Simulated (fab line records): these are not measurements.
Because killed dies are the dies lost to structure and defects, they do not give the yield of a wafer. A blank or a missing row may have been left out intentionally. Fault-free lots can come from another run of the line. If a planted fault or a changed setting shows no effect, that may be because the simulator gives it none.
fab line records + flow sky130
record:
- lots: 13
- wafers: 39
- lastDay: 50
route steps=708 shown VT_ADJUST_PCH@153 RES_PROTECT@210 POLY_GATE@218 PAD_OPEN@708
lots untouched by any fault: they come from a run of this same line in which no faults occurred
startH: the number of hours between the record's first day and the start of the first shown wafer of the lot + waitH: hours since the lot's step before + " repeats the value in the row above + L1.1+2: several wafers, shown together as one row + - value missing, or start not given + * or withheld: withheld + < > ~ a bound
route shown NAME@n: NAME is a module with steps in the file, n the number in the route of the first one + usual: the fault-free wafers' mean and standard deviation + same: alike in all rows + chamber/n: place in a boat + sites: per-site readings + _std_site: how widely they spread, as a standard deviation + _edge_site: outer sites' mean less inner sites' + radiusMm: how far each site lies from the wafer's centre + mask NAME#n: copy n + behind: the last tool/chamber to shape the wafer + hold: why the lot went on hold/how many hours it stayed there/how the hold came to an end + device: which transistor (n, p or np) failed to switch + end of line: the route-end tests of the same wafers + a step with no rows: only its recipe + killed: dies that structure and defects cost at the first sort, which is not the same as the wafer's yield + map: the dies of a wafer, with x for killed, . for not killed, _ for no die there
set.NAME: setting as actually run; set.NAME@STEP: the setting as run at that earlier step + model.NAME: the simulator's own value behind a step, which no gauge read
steps of the route over a sample of lots; a table a step, a row a wafer
services: from which hour (startH, from the record's first day; less than 0 if before it) a tool's chamber was out of use, for how many hours, and why
== steps ==
step: SKY_VT_ADJUST_PCH_TW_MEAS_10
usual:
- VT_ADJUST_PCH_TW: 142.1/1.2
| lot.wafer | tool         | chamber | startH | waitH | VT_ADJUST_PCH_TW |
|-----------|--------------|---------|--------|-------|------------------|
| L215.4    | filmMetro-02 | -       | 224.47 | 0.1   | 141.4            |
| L215.5    | "            | -       | "      | "     | 140.7            |
| L215.6    | "            | -       | "      | "     | 140.1            |
| L216.4    | filmMetro-01 | -       | 233.50 | 0.1   | 141.6            |
| L216.5    | "            | -       | "      | "     | 142.2            |
| L216.6    | "            | -       | "      | "     | 142.0            |
| L218.1    | filmMetro-02 | -       | 248.26 | 0.1   | 139.9            |
| L218.2    | "            | -       | "      | "     | 140.3            |
| L218.3    | "            | -       | "      | "     | 140.5            |
| L219.1    | filmMetro-01 | -       | 252.66 | 0.1   | 143.1            |
| L219.2    | "            | -       | "      | "     | 141.8            |
| L219.4    | "            | -       | "      | "     | 143.7            |
| L220.2    | filmMetro-01 | -       | 263.38 | 0.1   | 143.3            |
| L220.3    | "            | -       | "      | "     | 143.6            |
| L220.6    | "            | -       | "      | "     | 143.9            |
| L221.3    | filmMetro-04 | -       | 266.59 | 0.1   | 143.2            |
| L221.4    | "            | -       | "      | "     | 143.3            |
| L221.5    | "            | -       | "      | "     | 143.5            |
| L222.1    | filmMetro-02 | -       | 278.26 | 0.1   | 140.6            |
| L222.2    | "            | -       | "      | "     | 140.7            |
| L222.6    | "            | -       | "      | "     | 140.3            |
| L231.1    | filmMetro-04 | -       | 354.32 | 0.1   | 142.8            |
| L231.5    | "            | -       | "      | "     | 143.7            |
| L231.6    | "            | -       | "      | "     | 142.9            |
| L232.1    | filmMetro-02 | -       | 361.39 | 0.1   | 140.8            |
| L232.2    | "            | -       | "      | "     | 140.9            |
| L232.5    | "            | -       | "      | "     | 140.5            |
| L233.1    | filmMetro-01 | -       | 371.85 | 0.1   | 142.3            |
| L233.3    | "            | -       | "      | "     | 143.0            |
| L233.4    | "            | -       | "      | "     | 142.3            |
| L234.1    | filmMetro-01 | -       | 372.20 | 0.1   | 142.4            |
| L234.4    | "            | -       | "      | "     | 142.8            |
| L234.5    | "            | -       | "      | "     | 141.5            |
| L235.1    | filmMetro-01 | -       | 373.07 | 0.1   | 142.6            |
| L235.4    | "            | -       | "      | "     | 141.8            |
| L235.6    | "            | -       | "      | "     | 142.2            |
| L236.1    | filmMetro-01 | -       | 403.52 | 0.1   | 141.6            |
| L236.4    | "            | -       | "      | "     | 141.5            |
| L236.5    | "            | -       | "      | "     | 141.7            |
step: SKY_RES_PROTECT_EXPOSE_04
recipe:
- maskId: RPM
- na: 0.6
- sourceShape: conventional
- sigmaOuter: 0.6
- polarization: unpolarized
- targetCdNm: 1270
- doseMj: 131
| lot.wafer  | tool            | chamber | startH | waitH | mask  |
|------------|-----------------|---------|--------|-------|-------|
| L215.4+5+6 | ilineStepper-01 | 0       | 336.80 | -     | RPM#0 |
| L216.4+5+6 | ilineStepper-01 | 0       | 337.11 | -     | RPM#0 |
| L218.1+2+3 | ilineStepper-01 | 0       | 348.82 | -     | RPM#0 |
| L219.1+2+4 | ilineStepper-02 | 0       | 352.81 | -     | RPM#0 |
| L220.2+3+6 | ilineStepper-02 | 0       | 362.92 | -     | NTM#0 |
| L221.3+4+5 | ilineStepper-01 | 0       | 370.08 | -     | RPM#0 |
| L222.1+2+6 | ilineStepper-01 | 0       | 379.82 | -     | RPM#0 |
| L231.1+5+6 | ilineStepper-02 | 0       | 473.24 | -     | RPM#0 |
| L232.1+2+5 | ilineStepper-01 | 0       | 482.19 | -     | RPM#0 |
| L234.1+4+5 | ilineStepper-02 | 0       | 492.92 | -     | RPM#0 |
| L233.1+3+4 | ilineStepper-01 | 0       | 493.99 | -     | RPM#0 |
| L235.1+4+6 | ilineStepper-02 | 0       | 495.37 | -     | RPM#0 |
| L236.1+4+5 | ilineStepper-02 | 0       | 521.05 | -     | RPM#0 |
step: SKY_RES_PROTECT_TW_MEAS_08
usual:
- POLY_GATE_TW: 4017/37
| lot.wafer | tool         | chamber | startH | waitH | hold                    | POLY_GATE_TW |
|-----------|--------------|---------|--------|-------|-------------------------|--------------|
| L215.4    | filmMetro-03 | -       | 350.17 | 0.1   | -                       | 4006         |
| L215.5    | "            | -       | "      | "     | -                       | 4036         |
| L215.6    | "            | -       | "      | "     | -                       | 4031         |
| L216.4    | filmMetro-02 | -       | 350.47 | 0.1   | -                       | 3942         |
| L216.5    | "            | -       | "      | "     | -                       | 3945         |
| L216.6    | "            | -       | "      | "     | -                       | 3939         |
| L218.1    | filmMetro-02 | -       | 362.09 | 0.1   | -                       | 3973         |
| L218.2    | "            | -       | "      | "     | -                       | 3985         |
| L218.3    | "            | -       | "      | "     | -                       | 3981         |
| L219.1    | filmMetro-04 | -       | 366.09 | 0.1   | -                       | 4056         |
| L219.2    | "            | -       | "      | "     | -                       | 4068         |
| L219.4    | "            | -       | "      | "     | -                       | 4069         |
| L220.2    | filmMetro-02 | -       | 376.73 | 0.1   | awaitDispo/0.2h/release | 30           |
| L220.3    | "            | -       | "      | "     | awaitDispo/0.2h/release | 30           |
| L220.6    | "            | -       | "      | "     | awaitDispo/0.2h/release | 30           |
| L220.2    | filmMetro-02 | -       | 376.96 | 0.2   | -                       | 30           |
| L220.3    | "            | -       | "      | "     | -                       | 30           |
| L220.6    | "            | -       | "      | "     | -                       | 30           |
| L221.3    | filmMetro-04 | -       | 384.19 | 0.1   | -                       | 4080         |
| L221.4    | "            | -       | "      | "     | -                       | 4078         |
| L221.5    | "            | -       | "      | "     | -                       | 4054         |
| L222.1    | filmMetro-03 | -       | 393.94 | 0.1   | -                       | 4045         |
| L222.2    | "            | -       | "      | "     | -                       | 4069         |
| L222.6    | "            | -       | "      | "     | -                       | 4054         |
| L231.1    | filmMetro-02 | -       | 488.28 | 0.1   | -                       | 3977         |
| L231.5    | "            | -       | "      | "     | -                       | 3960         |
| L231.6    | "            | -       | "      | "     | -                       | 3980         |
| L232.1    | filmMetro-02 | -       | 497.92 | 0.1   | -                       | 3980         |
| L232.2    | "            | -       | "      | "     | -                       | 4010         |
| L232.5    | "            | -       | "      | "     | -                       | 3992         |
| L234.1    | filmMetro-02 | -       | 508.50 | 0.1   | -                       | 3969         |
| L234.4    | "            | -       | "      | "     | -                       | 3993         |
| L234.5    | "            | -       | "      | "     | -                       | 3979         |
| L233.1    | filmMetro-04 | -       | 509.70 | 0.1   | -                       | 4038         |
| L233.3    | "            | -       | "      | "     | -                       | 4052         |
| L233.4    | "            | -       | "      | "     | -                       | 4045         |
| L235.1    | filmMetro-02 | -       | 510.95 | 0.1   | -                       | 3989         |
| L235.4    | "            | -       | "      | "     | -                       | 3960         |
| L235.6    | "            | -       | "      | "     | -                       | 4011         |
| L236.1    | filmMetro-02 | -       | 536.57 | 0.1   | -                       | 3964         |
| L236.4    | "            | -       | "      | "     | -                       | 3967         |
| L236.5    | "            | -       | "      | "     | -                       | 3959         |
step: SKY_POLY_GATE_THK_MEAS_04
recipe:
- reads: Si3N4_of_POLY_GATE_CVD_03
usual:
- POLY_GATE_CVD_03_THK: 75.2/0.68
| lot.wafer | tool         | chamber | startH | waitH | POLY_GATE_CVD_03_THK[nm] |
|-----------|--------------|---------|--------|-------|--------------------------|
| L215.4    | filmMetro-02 | -       | 351.63 | 0.0   | 75.0                     |
| L215.5    | "            | -       | "      | "     | 73.9                     |
| L215.6    | "            | -       | "      | "     | 74.3                     |
| L216.4    | filmMetro-02 | -       | 352.99 | 0.0   | 75.0                     |
| L216.5    | "            | -       | "      | "     | 75.6                     |
| L216.6    | "            | -       | "      | "     | 75.6                     |
| L218.1    | filmMetro-01 | -       | 365.26 | 0.0   | 74.2                     |
| L218.2    | "            | -       | "      | "     | 74.7                     |
| L218.3    | "            | -       | "      | "     | 74.4                     |
| L219.1    | filmMetro-01 | -       | 367.67 | 0.0   | 75.3                     |
| L219.2    | "            | -       | "      | "     | 76.1                     |
| L219.4    | "            | -       | "      | "     | 75.5                     |
| L221.3    | filmMetro-04 | -       | 389.27 | 0.0   | 75.5                     |
| L221.4    | "            | -       | "      | "     | 76.7                     |
| L221.5    | "            | -       | "      | "     | 75.7                     |
| L222.1    | filmMetro-04 | -       | 399.80 | 0.0   | 76.2                     |
| L222.2    | "            | -       | "      | "     | 75.5                     |
| L222.6    | "            | -       | "      | "     | 75.4                     |
| L231.1    | filmMetro-02 | -       | 492.71 | 0.0   | 76.1                     |
| L231.5    | "            | -       | "      | "     | 76.8                     |
| L231.6    | "            | -       | "      | "     | 76.1                     |
| L232.1    | filmMetro-04 | -       | 499.74 | 0.0   | 73.9                     |
| L232.2    | "            | -       | "      | "     | 74.9                     |
| L232.5    | "            | -       | "      | "     | 75.0                     |
| L234.1    | filmMetro-01 | -       | 509.97 | 0.0   | 75.6                     |
| L234.4    | "            | -       | "      | "     | 75.5                     |
| L234.5    | "            | -       | "      | "     | 75.3                     |
| L233.1    | filmMetro-01 | -       | 511.33 | 0.0   | 75.0                     |
| L233.3    | "            | -       | "      | "     | 75.1                     |
| L233.4    | "            | -       | "      | "     | 74.7                     |
| L235.1    | filmMetro-01 | -       | 512.69 | 0.0   | 74.4                     |
| L235.4    | "            | -       | "      | "     | 74.5                     |
| L235.6    | "            | -       | "      | "     | 74.4                     |
| L236.1    | filmMetro-04 | -       | 546.10 | 0.0   | 74.7                     |
| L236.4    | "            | -       | "      | "     | 74.7                     |
| L236.5    | "            | -       | "      | "     | 74.9                     |
step: SKY_POLY_GATE_CD_MEAS_22
usual:
- cdNm: 149.8/1.6
| lot.wafer | tool     | chamber | startH | waitH | cdNm  |
|-----------|----------|---------|--------|-------|-------|
| L215.4    | cdSem-01 | -       | 381.16 | 0.1   | 152.2 |
| L215.5    | "        | -       | "      | "     | 151.4 |
| L215.6    | "        | -       | "      | "     | 148.3 |
| L216.4    | cdSem-02 | -       | 382.41 | 0.1   | 148.7 |
| L216.5    | "        | -       | "      | "     | 149.0 |
| L216.6    | "        | -       | "      | "     | 148.9 |
| L218.1    | cdSem-02 | -       | 395.24 | 0.1   | 148.3 |
| L218.2    | "        | -       | "      | "     | 152.1 |
| L218.3    | "        | -       | "      | "     | 150.9 |
| L219.1    | cdSem-01 | -       | 398.99 | 0.1   | 151.8 |
| L219.2    | "        | -       | "      | "     | 148.9 |
| L219.4    | "        | -       | "      | "     | 146.8 |
| L221.3    | cdSem-02 | -       | 420.86 | 0.1   | 149.1 |
| L221.4    | "        | -       | "      | "     | 149.5 |
| L221.5    | "        | -       | "      | "     | 147.7 |
| L222.1    | cdSem-01 | -       | 433.67 | 0.1   | 151.1 |
| L222.2    | "        | -       | "      | "     | 149.8 |
| L222.6    | "        | -       | "      | "     | 147.4 |
| L231.1    | cdSem-02 | -       | 525.43 | 0.1   | 147.0 |
| L231.5    | "        | -       | "      | "     | 151.6 |
| L231.6    | "        | -       | "      | "     | 151.9 |
| L232.1    | cdSem-02 | -       | 531.99 | 0.1   | 152.8 |
| L232.2    | "        | -       | "      | "     | 151.3 |
| L232.5    | "        | -       | "      | "     | 152.7 |
| L234.1    | cdSem-02 | -       | 541.84 | 0.1   | 151.3 |
| L234.4    | "        | -       | "      | "     | 151.6 |
| L234.5    | "        | -       | "      | "     | 149.8 |
| L233.1    | cdSem-02 | -       | 543.14 | 0.1   | 151.0 |
| L233.3    | "        | -       | "      | "     | 149.4 |
| L233.4    | "        | -       | "      | "     | 149.0 |
| L235.1    | cdSem-02 | -       | 544.39 | 0.1   | 150.0 |
| L235.4    | "        | -       | "      | "     | 150.8 |
| L235.6    | "        | -       | "      | "     | 149.3 |
| L236.1    | cdSem-02 | -       | 577.77 | 0.1   | 148.1 |
| L236.4    | "        | -       | "      | "     | 150.7 |
| L236.5    | "        | -       | "      | "     | 147.2 |
step: SKY_PAD_OPEN_PROBE_99
usual:
- defectLimitedYield: 82.5/1.8
- killed_at_M0_to_M3: 43/5.9
- killed_at_M4_up: 3.3/1.9
- killedAtContacts: 24/5.6
- killedAtFrontEnd: 15/4.1
- killedAtOther: 0.4/0.66
- killedDies: 86/9
- killedOpen: 47/6.9
- killedShort: 39/6.2
- sort_bin_3_pad_short: 0.9/0.45
- sort_bin_5_function: 10.3/1.4
- sort_bin_6_memory: 6.3/1.2
- sortNPass: 406/9
- sortYieldPct: 82.5/1.8
same:
- grossDies: 492
- killedAtBackSide: 0
- sort_bin_4_leakage[%]: 0
- sort_bin_8_speed[%]: 0
| lot.wafer | tool      | chamber | startH  | waitH | defectLimitedYield[%] | killed_at_M0_to_M3 | killed_at_M4_up | killedAtContacts | killedAtFrontEnd | killedAtOther | killedDies | killedOpen | killedShort | sort_bin_3_pad_short[%] | sort_bin_5_function[%] | sort_bin_6_memory[%] | sortNPass | sortYieldPct[%] |
|-----------|-----------|---------|---------|-------|-----------------------|--------------------|-----------------|------------------|------------------|---------------|------------|------------|-------------|-------------------------|------------------------|----------------------|-----------|-----------------|
| L215.4    | prober-01 | -       | 1079.50 | 0.2   | 82.3                  | 51                 | 3               | 23               | 9                | 1             | 87         | 45         | 42          | 0.8                     | 10.4                   | 6.5                  | 405       | 82.3            |
| L215.5    | prober-01 | -       | 1079.55 | 0.2   | 82.7                  | 51                 | 3               | 20               | 11               | 0             | 85         | 42         | 42          | 0.8                     | 11.6                   | 4.9                  | 407       | 82.7            |
| L215.6    | prober-01 | -       | 1079.60 | 0.2   | 81.7                  | 46                 | 4               | 28               | 11               | 1             | 90         | 46         | 44          | 1.0                     | 11.8                   | 5.5                  | 402       | 81.7            |
| L219.1    | prober-01 | -       | 1096.53 | 0.1   | 83.7                  | 44                 | 5               | 17               | 14               | 0             | 80         | 44         | 36          | 0.4                     | 9.1                    | 6.7                  | 412       | 83.7            |
| L219.2    | prober-01 | -       | 1096.58 | 0.1   | 82.1                  | 44                 | 2               | 32               | 10               | 0             | 88         | 48         | 40          | 1.2                     | 8.7                    | 7.9                  | 404       | 82.1            |
| L219.4    | prober-01 | -       | 1096.68 | 0.2   | 81.5                  | 41                 | 4               | 27               | 19               | 0             | 91         | 55         | 36          | 0.4                     | 8.9                    | 9.1                  | 401       | 81.5            |
| L221.3    | prober-01 | -       | 1105.90 | 0.2   | 81.7                  | 41                 | 5               | 32               | 11               | 1             | 90         | 40         | 49          | 1.2                     | 10.4                   | 6.7                  | 402       | 81.7            |
| L221.4    | prober-01 | -       | 1105.95 | 0.2   | 82.5                  | 33                 | 7               | 26               | 19               | 1             | 86         | 45         | 41          | 1.0                     | 11.8                   | 4.7                  | 406       | 82.5            |
| L221.5    | prober-01 | -       | 1106.00 | 0.2   | 82.1                  | 42                 | 1               | 33               | 12               | 0             | 88         | 45         | 42          | 0.4                     | 11.8                   | 5.7                  | 404       | 82.1            |
| L236.1    | prober-02 | -       | 1199.21 | 0.1   | 84.3                  | 38                 | 3               | 23               | 13               | 0             | 77         | 51         | 26          | 0.4                     | 8.5                    | 6.7                  | 415       | 84.3            |
| L236.4    | prober-02 | -       | 1199.36 | 0.2   | 80.5                  | 48                 | 3               | 28               | 17               | 0             | 96         | 52         | 43          | 0.8                     | 10.8                   | 7.9                  | 396       | 80.5            |
| L236.5    | prober-02 | -       | 1199.41 | 0.2   | 79.5                  | 51                 | 0               | 30               | 20               | 0             | 101        | 67         | 34          | 0.6                     | 12.6                   | 7.3                  | 391       | 79.5            |
killed by level:class
L215.4 VIA2:geometricParticle:open=12 VIA1:geometricParticle:open=8 VIA3:geometricParticle:open=8 LI_CONTACT:geometricParticle:short=6 METAL1:geometricParticle:short=6 CONTACT:geometricParticle:open=5 POLY_GATE:geometricParticle:open=4 VIA1:geometricParticle:short=4
L215.5 VIA1:geometricParticle:open=10 METAL2:geometricParticle:short=7 VIA3:geometricParticle:open=7 METAL1:geometricParticle:short=6 VIA2:geometricParticle:open=6 VIA3:geometricParticle:short=6 LI_CONTACT:geometricParticle:open=5 LOCAL_INTERCONNECT:geometricParticle:short=5
L215.6 VIA1:geometricParticle:open=12 LI_CONTACT:geometricParticle:open=10 METAL2:geometricParticle:short=8 VIA1:geometricParticle:short=7 CONTACT:geometricParticle:short=7 VIA2:geometricParticle:open=7 CONTACT:geometricParticle:open=6 POLY_GATE:geometricParticle:short=4
L219.1 VIA2:geometricParticle:open=10 VIA1:geometricParticle:open=8 CONTACT:geometricParticle:open=8 VIA2:geometricParticle:short=8 METAL1:geometricParticle:short=5 FIELD_ISO:geometricParticle:short=3 POLY_CUT:geometricParticle:open=3 LI_CONTACT:geometricParticle:short=3
L219.2 CONTACT:geometricParticle:open=13 VIA1:geometricParticle:short=10 VIA1:geometricParticle:open=10 LI_CONTACT:geometricParticle:open=7 VIA2:geometricParticle:open=5 LI_CONTACT:geometricParticle:short=4 METAL1:geometricParticle:short=4 VIA3:geometricParticle:short=4
L219.4 VIA1:geometricParticle:open=13 CONTACT:geometricParticle:open=9 VIA2:geometricParticle:open=8 LI_CONTACT:geometricParticle:open=7 FIELD_ISO:geometricParticle:open=6 LOCAL_INTERCONNECT:geometricParticle:short=6 POLY_GATE:geometricParticle:short=4 METAL1:geometricParticle:short=4
L221.3 CONTACT:geometricParticle:open=10 CONTACT:geometricParticle:short=10 VIA1:geometricParticle:short=7 VIA2:geometricParticle:open=7 METAL2:geometricParticle:short=6 LI_CONTACT:geometricParticle:open=5 LI_CONTACT:geometricParticle:short=5 VIA1:geometricParticle:open=4
L221.4 CONTACT:geometricParticle:open=10 FIELD_ISO:geometricParticle:short=9 VIA1:geometricParticle:open=7 LOCAL_INTERCONNECT:geometricParticle:short=6 METAL4:geometricParticle:short=5 VIA3:geometricParticle:open=5 CONTACT:geometricParticle:short=4 METAL1:geometricParticle:open=4
L221.5 CONTACT:geometricParticle:short=11 CONTACT:geometricParticle:open=9 VIA1:geometricParticle:open=8 LI_CONTACT:geometricParticle:open=7 VIA2:geometricParticle:open=7 FIELD_ISO:geometricParticle:open=5 VIA1:geometricParticle:short=5 METAL2:geometricParticle:short=5
L236.1 CONTACT:geometricParticle:open=16 FIELD_ISO:geometricParticle:open=7 METAL1:geometricParticle:short=7 VIA1:geometricParticle:open=6 VIA2:geometricParticle:open=6 POLY_GATE:geometricParticle:open=5 METAL2:geometricParticle:short=5 LI_CONTACT:geometricParticle:open=4
L236.4 CONTACT:geometricParticle:open=11 FIELD_ISO:geometricParticle:short=10 VIA1:geometricParticle:open=9 LOCAL_INTERCONNECT:geometricParticle:short=8 VIA2:geometricParticle:open=8 VIA3:geometricParticle:open=8 METAL2:geometricParticle:short=7 VIA1:geometricParticle:short=5
L236.5 VIA1:geometricParticle:open=16 LI_CONTACT:geometricParticle:open=11 VIA3:geometricParticle:open=11 CONTACT:geometricParticle:open=9 FIELD_ISO:geometricParticle:open=6 METAL3:geometricParticle:short=6 CONTACT:geometricParticle:short=5 VIA2:geometricParticle:open=5
== services ==
| tool            | chamber | startH | hours | kind        |
|-----------------|---------|--------|-------|-------------|
| ilineStepper-02 | -       | 323.21 | 1.7   | pm          |
| ilineStepper-02 | -       | 336.52 | 13.8  | repair      |
| ilineStepper-02 | -       | 355.19 | 0.7   | repair      |
| ilineStepper-01 | 0       | 398.85 | -     | calibration |
| ilineStepper-02 | -       | 398.94 | 4.4   | pm          |
| ilineStepper-02 | 0       | 412.16 | -     | calibration |
| ilineStepper-01 | -       | 420.26 | 2.8   | repair      |
| ilineStepper-01 | -       | 429.05 | 0.8   | pm          |
| ilineStepper-01 | -       | 497.31 | 1.7   | pm          |
== key ==
firstSign:
- step: SKY_RES_PROTECT_EXPOSE_04
- reading: mask
- direction: changed
effect:
- step: SKY_RES_PROTECT_TW_MEAS_08
- reading: visit
- direction: added
effect:
- step: SKY_RES_PROTECT_TW_MEAS_08
- reading: POLY_GATE_TW
- direction: down
- sigmas: 99+
- usual: 4017
- struck: 30
metAt SKY_RES_PROTECT_EXPOSE_04
struckLots L220
scrappedBehind SKY_RES_PROTECT_TW_MEAS_08 L220.2,L220.3,L220.6
notActingAt SKY_VT_ADJUST_PCH_TW_MEAS_10,SKY_POLY_GATE_THK_MEAS_04,SKY_POLY_GATE_CD_MEAS_22
onsetBetween 352.81 362.92
fault:
- kind: wrongMask
- tool: any
- chamber: -
- onsetH: 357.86
- steps: SKY_RES_PROTECT_EXPOSE_04
- auxCopy: NTM#0
- scope: struckLotsOnly
